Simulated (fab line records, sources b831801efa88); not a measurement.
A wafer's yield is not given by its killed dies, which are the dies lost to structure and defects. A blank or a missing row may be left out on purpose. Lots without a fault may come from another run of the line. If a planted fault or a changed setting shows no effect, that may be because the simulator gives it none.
Matching of chambers / flow gf180mcu / GF_PASSIVATION_ETCH_11 on rie_diel-04: 4 sister chambers
The step etches the open film in CF4/O2, stops on TiN, target depth 2040 nm, time 453.3 s. 14 wafers are shown with their chamber, then 7 later ones without.

WAFERS WITH THEIR CHAMBER
wafer=L706.1; chamber=1; drypump_motor_current_A (A)=5.9; oes_product_au (a.u.)=0.989; throttle_valve_pct (%)=5.954
wafer=L706.4; chamber=2; drypump_motor_current_A (A)=5.7; oes_product_au (a.u.)=0.988; throttle_valve_pct (%)=5.972
wafer=L706.6; chamber=3; drypump_motor_current_A (A)=6.3; oes_product_au (a.u.)=0.987; throttle_valve_pct (%)=5.956
wafer=L707.1; chamber=3; drypump_motor_current_A (A)=6.3; oes_product_au (a.u.)=0.989; throttle_valve_pct (%)=5.974
wafer=L707.2; chamber=0; drypump_motor_current_A (A)=6.5; oes_product_au (a.u.)=0.996; throttle_valve_pct (%)=5.980
wafer=L707.5; chamber=2; drypump_motor_current_A (A)=5.7; oes_product_au (a.u.)=0.998; throttle_valve_pct (%)=5.987
wafer=L718.1; chamber=0; drypump_motor_current_A (A)=6.5; oes_product_au (a.u.)=0.994; throttle_valve_pct (%)=5.965
wafer=L718.4; chamber=2; drypump_motor_current_A (A)=5.8; oes_product_au (a.u.)=0.993; throttle_valve_pct (%)=5.961
wafer=L718.6; chamber=3; drypump_motor_current_A (A)=6.4; oes_product_au (a.u.)=0.977; throttle_valve_pct (%)=5.966
wafer=L723.1; chamber=2; drypump_motor_current_A (A)=5.7; oes_product_au (a.u.)=0.991; throttle_valve_pct (%)=5.968
wafer=L723.5; chamber=3; drypump_motor_current_A (A)=6.4; oes_product_au (a.u.)=0.987; throttle_valve_pct (%)=5.956
wafer=L723.6; chamber=0; drypump_motor_current_A (A)=6.5; oes_product_au (a.u.)=1.000; throttle_valve_pct (%)=5.966
wafer=L725.2; chamber=0; drypump_motor_current_A (A)=6.5; oes_product_au (a.u.)=0.994; throttle_valve_pct (%)=5.965
wafer=L725.5; chamber=3; drypump_motor_current_A (A)=6.4; oes_product_au (a.u.)=0.979; throttle_valve_pct (%)=5.961

SIGNATURES (means of the wafers above)
reading=drypump_motor_current_A; chamber 0=6.500; chamber 1=5.900; chamber 2=5.725; chamber 3=6.360; scatter within a chamber=0.0442
reading=oes_product_au; chamber 0=0.99600; chamber 1=0.98900; chamber 2=0.99250; chamber 3=0.98380; scatter within a chamber=0.0044
reading=throttle_valve_pct; chamber 0=5.96900; chamber 1=5.95400; chamber 2=5.97200; chamber 3=5.96260; scatter within a chamber=0.00869
Rule: a wafer's distance from a chamber is the root of the sum, over the readings, of the square of ((its reading less the chamber's mean) divided by the reading's scatter). If the next closest chamber is less than 2 further off than the closest, the wafer can't be placed; otherwise it belongs to the closest. The scatter: take each reading less its chamber's mean, square it, sum over the shown wafers, divide by the number of wafers less the number of chambers, and take the root.

WAFERS WITH NO CHAMBER GIVEN
wafer=L725.6; drypump_motor_current_A (A)=5.8; oes_product_au (a.u.)=0.995; throttle_valve_pct (%)=5.985
wafer=L726.1; drypump_motor_current_A (A)=5.9; oes_product_au (a.u.)=0.989; throttle_valve_pct (%)=5.976
wafer=L726.2; drypump_motor_current_A (A)=6.3; oes_product_au (a.u.)=0.982; throttle_valve_pct (%)=5.951
wafer=L726.6; drypump_motor_current_A (A)=5.9; oes_product_au (a.u.)=0.998; throttle_valve_pct (%)=5.971
wafer=L729.4; drypump_motor_current_A (A)=6.5; oes_product_au (a.u.)=1.003; throttle_valve_pct (%)=5.980
wafer=L729.5; drypump_motor_current_A (A)=6.5; oes_product_au (a.u.)=0.996; throttle_valve_pct (%)=5.965
wafer=L729.6; drypump_motor_current_A (A)=5.9; oes_product_au (a.u.)=0.990; throttle_valve_pct (%)=5.963

CHAMBER TAKEN BY EACH
wafer=L725.6; from the rows above=2; in truth=2
wafer=L726.1; from the rows above=can't be placed: 1 or 2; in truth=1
wafer=L726.2; from the rows above=3; in truth=3
wafer=L726.6; from the rows above=can't be placed: 1 or 2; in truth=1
wafer=L729.4; from the rows above=0; in truth=0
wafer=L729.5; from the rows above=0; in truth=0
wafer=L729.6; from the rows above=1; in truth=1
Placed correctly: 5 of 7. These rows do not allow placing 2 (true chamber among the candidates in 2). Wrongly placed: 0.
